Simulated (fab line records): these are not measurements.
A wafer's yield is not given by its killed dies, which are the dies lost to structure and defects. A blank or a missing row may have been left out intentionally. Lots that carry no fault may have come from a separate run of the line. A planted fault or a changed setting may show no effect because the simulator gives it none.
Which of the tools did it? || flow sky130 || 24 lots, 72 wafers sampled, at 4 steps of a route of 708

WHAT EACH GAUGE READ, for each wafer
SKY_LI_CONTACT_RS_MEAS_22: the measuring method here is four-point-probe.
{"lot": "L074", "measured": "day 28 14:56", "on": "film_metro-02", "LI_CONTACT_W_RS (ohm/sq)": "0.2708 0.2707 0.2677"}
{"lot": "L075", "measured": "day 28 22:23", "on": "film_metro-03", "LI_CONTACT_W_RS (ohm/sq)": "0.2651 0.2649 0.2670"}
{"lot": "L076", "measured": "day 29 17:08", "on": "film_metro-02", "LI_CONTACT_W_RS (ohm/sq)": "0.2725 0.2678 0.2656"}
{"lot": "L077", "measured": "day 30 08:38", "on": "film_metro-01", "LI_CONTACT_W_RS (ohm/sq)": "0.2691 0.2699 0.2692"}
{"lot": "L078", "measured": "day 30 16:54", "on": "film_metro-03", "LI_CONTACT_W_RS (ohm/sq)": "0.2671 0.2661 0.2685"}
{"lot": "L079", "measured": "day 30 19:19", "on": "film_metro-03", "LI_CONTACT_W_RS (ohm/sq)": "0.2661 0.2658 0.2675"}
{"lot": "L080", "measured": "day 31 06:43", "on": "film_metro-02", "LI_CONTACT_W_RS (ohm/sq)": "0.2651 0.2673 0.2645"}
{"lot": "L081", "measured": "day 31 16:41", "on": "film_metro-03", "LI_CONTACT_W_RS (ohm/sq)": "0.2685 0.2711 0.2688"}
{"lot": "L082", "measured": "day 31 18:11", "on": "film_metro-01", "LI_CONTACT_W_RS (ohm/sq)": "0.2632 0.2634 0.2613"}
{"lot": "L083", "measured": "day 32 03:01", "on": "film_metro-02", "LI_CONTACT_W_RS (ohm/sq)": "0.2688 0.2651 0.2661"}
{"lot": "L084", "measured": "day 32 13:04", "on": "film_metro-01", "LI_CONTACT_W_RS (ohm/sq)": "0.2667 0.2645 0.2695"}
{"lot": "L085", "measured": "day 32 19:51", "on": "film_metro-01", "LI_CONTACT_W_RS (ohm/sq)": "0.2677 0.2708 0.2671"}
{"lot": "L086", "measured": "day 32 21:10", "on": "film_metro-02", "LI_CONTACT_W_RS (ohm/sq)": "0.2637 0.2656 0.2660"}
{"lot": "L087", "measured": "day 33 09:50", "on": "film_metro-02", "LI_CONTACT_W_RS (ohm/sq)": "0.2676 0.2676 0.2656"}
{"lot": "L088", "measured": "day 33 10:43", "on": "film_metro-02", "LI_CONTACT_W_RS (ohm/sq)": "0.2701 0.2699 0.2728"}
{"lot": "L089", "measured": "day 33 22:13", "on": "film_metro-01", "LI_CONTACT_W_RS (ohm/sq)": "0.2642 0.2666 0.2651"}
{"lot": "L090", "measured": "day 34 09:55", "on": "film_metro-02", "LI_CONTACT_W_RS (ohm/sq)": "0.2670 0.2660 0.2625"}
{"lot": "L091", "measured": "day 34 11:10", "on": "film_metro-03", "LI_CONTACT_W_RS (ohm/sq)": "0.2695 0.2698 0.2689"}
{"lot": "L093", "measured": "day 36 13:01", "on": "film_metro-01", "LI_CONTACT_W_RS (ohm/sq)": "0.2673 0.2645 0.2659"}
{"lot": "L094", "measured": "day 36 14:41", "on": "film_metro-02", "LI_CONTACT_W_RS (ohm/sq)": "0.2630 0.2651 0.2668"}
{"lot": "L092", "measured": "day 36 16:03", "on": "film_metro-02", "LI_CONTACT_W_RS (ohm/sq)": "0.2612 0.2657 0.2598"}
{"lot": "L095", "measured": "day 36 16:35", "on": "film_metro-03", "LI_CONTACT_W_RS (ohm/sq)": "0.2716 0.2657 0.2665"}
{"lot": "L096", "measured": "day 36 17:23", "on": "film_metro-01", "LI_CONTACT_W_RS (ohm/sq)": "0.2643 0.2632 0.2647"}
{"lot": "L097", "measured": "day 36 21:13", "on": "film_metro-03", "LI_CONTACT_W_RS (ohm/sq)": "0.2672 0.2652 0.2680"}

SKY_METAL2_RS_MEAS_05: the measuring method here is four-point-probe.
{"lot": "L074", "measured": "day 33 09:23", "on": "film_metro-02", "METAL2_ALCU_RS (ohm/sq)": "0.1272 0.1285 0.1284"}
{"lot": "L075", "measured": "day 33 17:01", "on": "film_metro-02", "METAL2_ALCU_RS (ohm/sq)": "0.1263 0.1293 0.1274"}
{"lot": "L076", "measured": "day 34 09:17", "on": "film_metro-03", "METAL2_ALCU_RS (ohm/sq)": "0.1280 0.1272 0.1274"}
{"lot": "L077", "measured": "day 34 22:04", "on": "film_metro-03", "METAL2_ALCU_RS (ohm/sq)": "0.1261 0.1263 0.1254"}
{"lot": "L078", "measured": "day 35 07:09", "on": "film_metro-04", "METAL2_ALCU_RS (ohm/sq)": "0.1275 0.1263 0.1268"}
{"lot": "L079", "measured": "day 35 08:58", "on": "film_metro-04", "METAL2_ALCU_RS (ohm/sq)": "0.1259 0.1255 0.1271"}
{"lot": "L080", "measured": "day 35 23:55", "on": "film_metro-02", "METAL2_ALCU_RS (ohm/sq)": "0.1267 0.1263 0.1268"}
{"lot": "L081", "measured": "day 36 07:01", "on": "film_metro-04", "METAL2_ALCU_RS (ohm/sq)": "0.1281 0.1276 0.1274"}
{"lot": "L082", "measured": "day 36 10:45", "on": "film_metro-02", "METAL2_ALCU_RS (ohm/sq)": "0.1262 0.1254 0.1256"}
{"lot": "L083", "measured": "day 36 18:08", "on": "film_metro-03", "METAL2_ALCU_RS (ohm/sq)": "0.1275 0.1264 0.1274"}
{"lot": "L084", "measured": "day 37 04:19", "on": "film_metro-04", "METAL2_ALCU_RS (ohm/sq)": "0.1282 0.1256 0.1261"}
{"lot": "L085", "measured": "day 37 11:01", "on": "film_metro-02", "METAL2_ALCU_RS (ohm/sq)": "0.1262 0.1269 0.1273"}
{"lot": "L086", "measured": "day 37 09:17", "on": "film_metro-04", "METAL2_ALCU_RS (ohm/sq)": "0.1285 0.1283 0.1271"}
{"lot": "L087", "measured": "day 38 00:47", "on": "film_metro-02", "METAL2_ALCU_RS (ohm/sq)": "0.1258 0.1261 0.1261"}
{"lot": "L088", "measured": "day 38 02:04", "on": "film_metro-02", "METAL2_ALCU_RS (ohm/sq)": "0.1277 0.1288 0.1273"}
{"lot": "L089", "measured": "day 38 12:49", "on": "film_metro-03", "METAL2_ALCU_RS (ohm/sq)": "0.1278 0.1287 0.1287"}
{"lot": "L090", "measured": "day 38 23:41", "on": "film_metro-03", "METAL2_ALCU_RS (ohm/sq)": "0.1261 0.1249 0.1261"}
{"lot": "L091", "measured": "day 39 01:27", "on": "film_metro-04", "METAL2_ALCU_RS (ohm/sq)": "0.1276 0.1274 0.1279"}
{"lot": "L093", "measured": "day 41 00:47", "on": "film_metro-04", "METAL2_ALCU_RS (ohm/sq)": "0.1253 0.1254 0.1253"}
{"lot": "L094", "measured": "day 41 02:02", "on": "film_metro-04", "METAL2_ALCU_RS (ohm/sq)": "0.1272 0.1290 0.1277"}
{"lot": "L092", "measured": "day 41 02:43", "on": "film_metro-02", "METAL2_ALCU_RS (ohm/sq)": "0.1274 0.1290 0.1292"}
{"lot": "L095", "measured": "day 41 03:01", "on": "film_metro-04", "METAL2_ALCU_RS (ohm/sq)": "0.1260 0.1255 0.1266"}
{"lot": "L096", "measured": "day 41 05:32", "on": "film_metro-04", "METAL2_ALCU_RS (ohm/sq)": "0.1280 0.1271 0.1269"}
{"lot": "L097", "measured": "day 41 09:59", "on": "film_metro-02", "METAL2_ALCU_RS (ohm/sq)": "0.1262 0.1268 0.1269"}

SKY_CAPM_RS_MEAS_03: the measuring method here is four-point-probe.
{"lot": "L074", "measured": "day 35 16:41", "on": "film_metro-01", "CAPM_TIN_RS (ohm/sq)": "6.85 6.93 6.91"}
{"lot": "L075", "measured": "day 35 23:38", "on": "film_metro-03", "CAPM_TIN_RS (ohm/sq)": "6.89 6.92 6.88"}
{"lot": "L076", "measured": "day 36 16:42", "on": "film_metro-01", "CAPM_TIN_RS (ohm/sq)": "6.91 6.95 6.87"}
{"lot": "L077", "measured": "day 37 05:50", "on": "film_metro-03", "CAPM_TIN_RS (ohm/sq)": "7.02 7.02 7.04"}
{"lot": "L078", "measured": "day 37 15:38", "on": "film_metro-01", "CAPM_TIN_RS (ohm/sq)": "6.93 6.96 6.95"}
{"lot": "L079", "measured": "day 37 15:53", "on": "film_metro-04", "CAPM_TIN_RS (ohm/sq)": "6.98 6.96 6.94"}
{"lot": "L080", "measured": "day 38 07:43", "on": "film_metro-03", "CAPM_TIN_RS (ohm/sq)": "6.81 6.78 6.77"}
{"lot": "L081", "measured": "day 38 13:43", "on": "film_metro-01", "CAPM_TIN_RS (ohm/sq)": "7.03 6.97 6.98"}
{"lot": "L082", "measured": "day 38 18:34", "on": "film_metro-01", "CAPM_TIN_RS (ohm/sq)": "7.03 6.94 7.06"}
{"lot": "L083", "measured": "day 39 00:18", "on": "film_metro-03", "CAPM_TIN_RS (ohm/sq)": "6.95 6.94 6.94"}
{"lot": "L084", "measured": "day 39 10:34", "on": "film_metro-04", "CAPM_TIN_RS (ohm/sq)": "6.95 6.96 6.91"}
{"lot": "L085", "measured": "day 39 16:38", "on": "film_metro-04", "CAPM_TIN_RS (ohm/sq)": "6.90 6.94 6.89"}
{"lot": "L086", "measured": "day 39 14:57", "on": "film_metro-03", "CAPM_TIN_RS (ohm/sq)": "6.93 6.98 6.99"}
{"lot": "L087", "measured": "day 40 05:27", "on": "film_metro-04", "CAPM_TIN_RS (ohm/sq)": "6.88 6.93 6.86"}
{"lot": "L088", "measured": "day 40 06:59", "on": "film_metro-04", "CAPM_TIN_RS (ohm/sq)": "6.95 6.98 6.95"}
{"lot": "L089", "measured": "day 40 17:45", "on": "film_metro-03", "CAPM_TIN_RS (ohm/sq)": "6.92 6.88 6.94"}
{"lot": "L090", "measured": "day 41 04:10", "on": "film_metro-04", "CAPM_TIN_RS (ohm/sq)": "7.00 7.03 7.04"}
{"lot": "L091", "measured": "day 41 05:55", "on": "film_metro-03", "CAPM_TIN_RS (ohm/sq)": "6.94 6.98 7.03"}
{"lot": "L093", "measured": "day 43 04:40", "on": "film_metro-03", "CAPM_TIN_RS (ohm/sq)": "6.98 6.87 6.87"}
{"lot": "L094", "measured": "day 43 04:54", "on": "film_metro-03", "CAPM_TIN_RS (ohm/sq)": "6.87 6.89 6.91"}
{"lot": "L092", "measured": "day 43 04:57", "on": "film_metro-01", "CAPM_TIN_RS (ohm/sq)": "6.95 6.98 6.99"}
{"lot": "L095", "measured": "day 43 05:12", "on": "film_metro-03", "CAPM_TIN_RS (ohm/sq)": "6.86 6.84 6.84"}
{"lot": "L096", "measured": "day 43 07:38", "on": "film_metro-03", "CAPM_TIN_RS (ohm/sq)": "6.97 6.94 6.99"}
{"lot": "L097", "measured": "day 43 10:56", "on": "film_metro-04", "CAPM_TIN_RS (ohm/sq)": "6.92 6.87 6.84"}

WHICH TOOL RAN EACH LOT (tool, then ch and the chambers of the sampled wafers, then the start)
{"lot": "L074", "SKY_METAL1_SPUTTER_02": "pvd_sputter-01, day 31 00:40"}
{"lot": "L075", "SKY_METAL1_SPUTTER_02": "pvd_sputter-04, day 31 06:45"}
{"lot": "L076", "SKY_METAL1_SPUTTER_02": "pvd_sputter-03, day 32 01:29"}
{"lot": "L077", "SKY_METAL1_SPUTTER_02": "pvd_sputter-01, day 32 14:34"}
{"lot": "L078", "SKY_METAL1_SPUTTER_02": "pvd_sputter-01, day 32 23:35"}
{"lot": "L079", "SKY_METAL1_SPUTTER_02": "pvd_sputter-04, day 33 03:17"}
{"lot": "L080", "SKY_METAL1_SPUTTER_02": "pvd_sputter-04, day 33 17:35"}
{"lot": "L081", "SKY_METAL1_SPUTTER_02": "pvd_sputter-01, day 34 01:28"}
{"lot": "L082", "SKY_METAL1_SPUTTER_02": "pvd_sputter-04, day 34 02:52"}
{"lot": "L083", "SKY_METAL1_SPUTTER_02": "pvd_sputter-03, day 34 10:26"}
{"lot": "L084", "SKY_METAL1_SPUTTER_02": "pvd_sputter-01, day 34 20:37"}
{"lot": "L085", "SKY_METAL1_SPUTTER_02": "pvd_sputter-04, day 35 03:45"}
{"lot": "L086", "SKY_METAL1_SPUTTER_02": "pvd_sputter-01, day 35 03:22"}
{"lot": "L087", "SKY_METAL1_SPUTTER_02": "pvd_sputter-03, day 35 16:42"}
{"lot": "L088", "SKY_METAL1_SPUTTER_02": "pvd_sputter-01, day 35 17:30"}
{"lot": "L089", "SKY_METAL1_SPUTTER_02": "pvd_sputter-03, day 36 06:14"}
{"lot": "L090", "SKY_METAL1_SPUTTER_02": "pvd_sputter-03, day 36 17:25"}
{"lot": "L091", "SKY_METAL1_SPUTTER_02": "pvd_sputter-04, day 36 18:37"}
{"lot": "L093", "SKY_METAL1_SPUTTER_02": "pvd_sputter-01, day 38 20:24"}
{"lot": "L094", "SKY_METAL1_SPUTTER_02": "pvd_sputter-04, day 38 21:07"}
{"lot": "L092", "SKY_METAL1_SPUTTER_02": "pvd_sputter-01, day 38 22:28"}
{"lot": "L095", "SKY_METAL1_SPUTTER_02": "pvd_sputter-03, day 38 23:11"}
{"lot": "L096", "SKY_METAL1_SPUTTER_02": "pvd_sputter-03, day 39 00:43"}
{"lot": "L097", "SKY_METAL1_SPUTTER_02": "pvd_sputter-03, day 39 06:17"}
- SKY_METAL1_SPUTTER_02: material AlCu, target thk 250 nm, time 13.3 s.

WHAT THE TOOLS THEMSELVES READ (means of the sampled wafers that have a number; where no wafer has one, the mark that the record gives instead)
SKY_METAL1_SPUTTER_02.
{"lot": "L074", "tool": "pvd_sputter-01", "chamber_pressure_pa (Pa)": 0.4004, "throttle_valve_pct (%)": 30.2}
{"lot": "L075", "tool": "pvd_sputter-04", "chamber_pressure_pa (Pa)": 0.3999, "throttle_valve_pct (%)": 29.1}
{"lot": "L076", "tool": "pvd_sputter-03", "chamber_pressure_pa (Pa)": 0.3994, "throttle_valve_pct (%)": 28.0}
{"lot": "L077", "tool": "pvd_sputter-01", "chamber_pressure_pa (Pa)": 0.3997, "throttle_valve_pct (%)": 30.6}
{"lot": "L078", "tool": "pvd_sputter-01", "chamber_pressure_pa (Pa)": 0.4005, "throttle_valve_pct (%)": 29.9}
{"lot": "L079", "tool": "pvd_sputter-04", "chamber_pressure_pa (Pa)": 0.3997, "throttle_valve_pct (%)": 29.9}
{"lot": "L080", "tool": "pvd_sputter-04", "chamber_pressure_pa (Pa)": 0.3996, "throttle_valve_pct (%)": 30.4}
{"lot": "L081", "tool": "pvd_sputter-01", "chamber_pressure_pa (Pa)": 0.4002, "throttle_valve_pct (%)": 30.6}
{"lot": "L082", "tool": "pvd_sputter-04", "chamber_pressure_pa (Pa)": 0.4006, "throttle_valve_pct (%)": 30.2}
{"lot": "L083", "tool": "pvd_sputter-03", "chamber_pressure_pa (Pa)": 0.4000, "throttle_valve_pct (%)": 30.7}
{"lot": "L084", "tool": "pvd_sputter-01", "chamber_pressure_pa (Pa)": 0.4000, "throttle_valve_pct (%)": 30.5}
{"lot": "L085", "tool": "pvd_sputter-04", "chamber_pressure_pa (Pa)": 0.4001, "throttle_valve_pct (%)": 30.8}
{"lot": "L086", "tool": "pvd_sputter-01", "chamber_pressure_pa (Pa)": 0.3995, "throttle_valve_pct (%)": 30.2}
{"lot": "L087", "tool": "pvd_sputter-03", "chamber_pressure_pa (Pa)": 0.3998, "throttle_valve_pct (%)": 30.3}
{"lot": "L088", "tool": "pvd_sputter-01", "chamber_pressure_pa (Pa)": 0.3996, "throttle_valve_pct (%)": 30.4}
{"lot": "L089", "tool": "pvd_sputter-03", "chamber_pressure_pa (Pa)": 0.4003, "throttle_valve_pct (%)": 29.4}
{"lot": "L090", "tool": "pvd_sputter-03", "chamber_pressure_pa (Pa)": 0.4007, "throttle_valve_pct (%)": 29.4}
{"lot": "L091", "tool": "pvd_sputter-04", "chamber_pressure_pa (Pa)": 0.3997, "throttle_valve_pct (%)": 29.1}
{"lot": "L093", "tool": "pvd_sputter-01", "chamber_pressure_pa (Pa)": 0.4000, "throttle_valve_pct (%)": 30.2}
{"lot": "L094", "tool": "pvd_sputter-04", "chamber_pressure_pa (Pa)": 0.4000, "throttle_valve_pct (%)": 30.1}
{"lot": "L092", "tool": "pvd_sputter-01", "chamber_pressure_pa (Pa)": 0.3998, "throttle_valve_pct (%)": 30.3}
{"lot": "L095", "tool": "pvd_sputter-03", "chamber_pressure_pa (Pa)": 0.3993, "throttle_valve_pct (%)": 28.4}
{"lot": "L096", "tool": "pvd_sputter-03", "chamber_pressure_pa (Pa)": 0.3997, "throttle_valve_pct (%)": 30.0}
{"lot": "L097", "tool": "pvd_sputter-03", "chamber_pressure_pa (Pa)": 0.3994, "throttle_valve_pct (%)": 30.1}

THE ANSWER, worked out from the rows above alone
Rule: usual is defined by the lots themselves. The widest of any qualifying gaps counts: lots, ordered by their means at a reading, are off when they make up no more than a third of the lots, leave a main group of 4 or more, and stand apart from it by 3 or more times the standard deviation of that group's means. Not used: any main group whose means are identical at the precision the tables above print for the reading. Also off: a lot with no number at a reading for which 4 or more lots have one. Any other lot the step has rows for is counted as sound. After the gauges, taken in route order, come the tools' own readings; for these a lot's mean is taken, as printed above. The first step at which some lot is off is used, and at that step the reading that is off furthest; a lot without a number counts as furthest.
No lot is off at any reading shown: from this, nothing can be told.

WHAT WAS PUT IN BY THE SIMULATOR
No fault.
